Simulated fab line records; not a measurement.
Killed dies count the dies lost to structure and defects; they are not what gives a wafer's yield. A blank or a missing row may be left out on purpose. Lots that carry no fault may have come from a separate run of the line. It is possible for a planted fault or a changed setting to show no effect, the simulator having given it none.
Comparing a struck lot with a sound one + flow sky130 + 15 steps out of a route of 708
Sound: these wafers, L730.3, L730.4, L730.6. Wafers struck: L738.1, L738.2, L738.6. The cause is named last.
Per side, at each step with rows, come the tool, then ch with its chambers, and then its first start. Under that, the readings that differ: sound wafers + struck wafers + difference of the means + sigmas: that difference in standard deviations of wafers without a fault.
alike: readings whose means differ by less than 2 such deviations, and words and numbers that are the same on both sides. not compared: withheld readings, readings that some wafer has no value for, bounds like >300 that may hide the same value, and numbers for which the record gives no deviation and whose values overlap.
The two part at a step that has a row with sigmas, a row that says differs or no value, or rows on one side only. Numbers that have no deviation but don't overlap get no sigmas and don't part them. A reading that every wafer of one side lacks parts them only if that side has two wafers or more.

first, 5 steps without rows for these wafers: SKY_SD_N_COAT_02 (resist thk 1140 nm); SKY_SD_N_SOFTBAKE_03 (time 60 s); SKY_SD_N_EXPOSE_04 (exposes mask NSDM, target cd 380 nm); SKY_SD_N_PEB_05; SKY_SD_N_DEVELOP_06 (develop time 60 s).
SKY_SD_N_CD_MEAS_07 targets a cd of 380 nm.
  sound on cd sem-01, day 32 07:37; struck on cd sem-02, day 34 13:52
| reading    | sound             | struck            | difference | sigmas |
|------------|-------------------|-------------------|------------|--------|
| cd nm (nm) | 377.5 378.1 375.1 | 382.4 382.2 380.2 | +4.7       | +2     |
SKY_SD_N_OVL_MEAS_08:
  sound on overlay-01, day 32 07:43; struck on overlay-02, day 34 13:59
  alike: SD_N_OVL
then, 2 steps without rows for these wafers: SKY_SD_N_IMPLANT_09; SKY_SD_N_IMPLANT_10.
SKY_SD_N_STRIP_11: strips in O2/N2.
  sound on plasma asher-02 ch 0,1, day 32 08:04; struck on plasma asher-04 ch 0,1, day 34 14:19
  alike: chamber pressure mTorr, drypump motor current A, oes product au, strip time to endpoint s
  not compared: rf hours counter h
SKY_SD_N_TW_MEAS_12:
  sound on film metro-03, day 32 08:10; struck on film metro-03, day 34 14:25
  alike: SD_N_TW
then, 1 step without rows for these wafers: SKY_SD_N_CLEAN_13 (cleans in SC1/SC2, time 150 s).
SKY_SD_N_RTA_14: time 2 s.
  sound on rtp anneal-01 ch 0, day 32 08:16; struck on rtp anneal-02 ch 0, day 34 14:32
  alike: lamp power pct, ramp down c per s, wafer_temp_C_max
SKY_SD_N_RS_MEAS_16: a four-point-probe measurement.
  sound on film metro-02, day 32 08:28; struck on film metro-02, day 34 15:04
| reading          | sound             | struck            | difference | sigmas      |
|------------------|-------------------|-------------------|------------|-------------|
| SD_N_RS (ohm/sq) | 68.48 68.48 68.76 | 51.72 51.78 51.73 | -16.83     | -99 or more |
  not compared: hold
SKY_PAD_OPEN_PROBE_99:
  the record holds rows for the sound wafers here (prober-02, day 49 03:40) but none for the struck ones

## WHERE THEY PART
Earliest at SKY_SD_N_CD_MEAS_07; latest, in this record, at SKY_PAD_OPEN_PROBE_99.

WHY: the cause the simulator had injected
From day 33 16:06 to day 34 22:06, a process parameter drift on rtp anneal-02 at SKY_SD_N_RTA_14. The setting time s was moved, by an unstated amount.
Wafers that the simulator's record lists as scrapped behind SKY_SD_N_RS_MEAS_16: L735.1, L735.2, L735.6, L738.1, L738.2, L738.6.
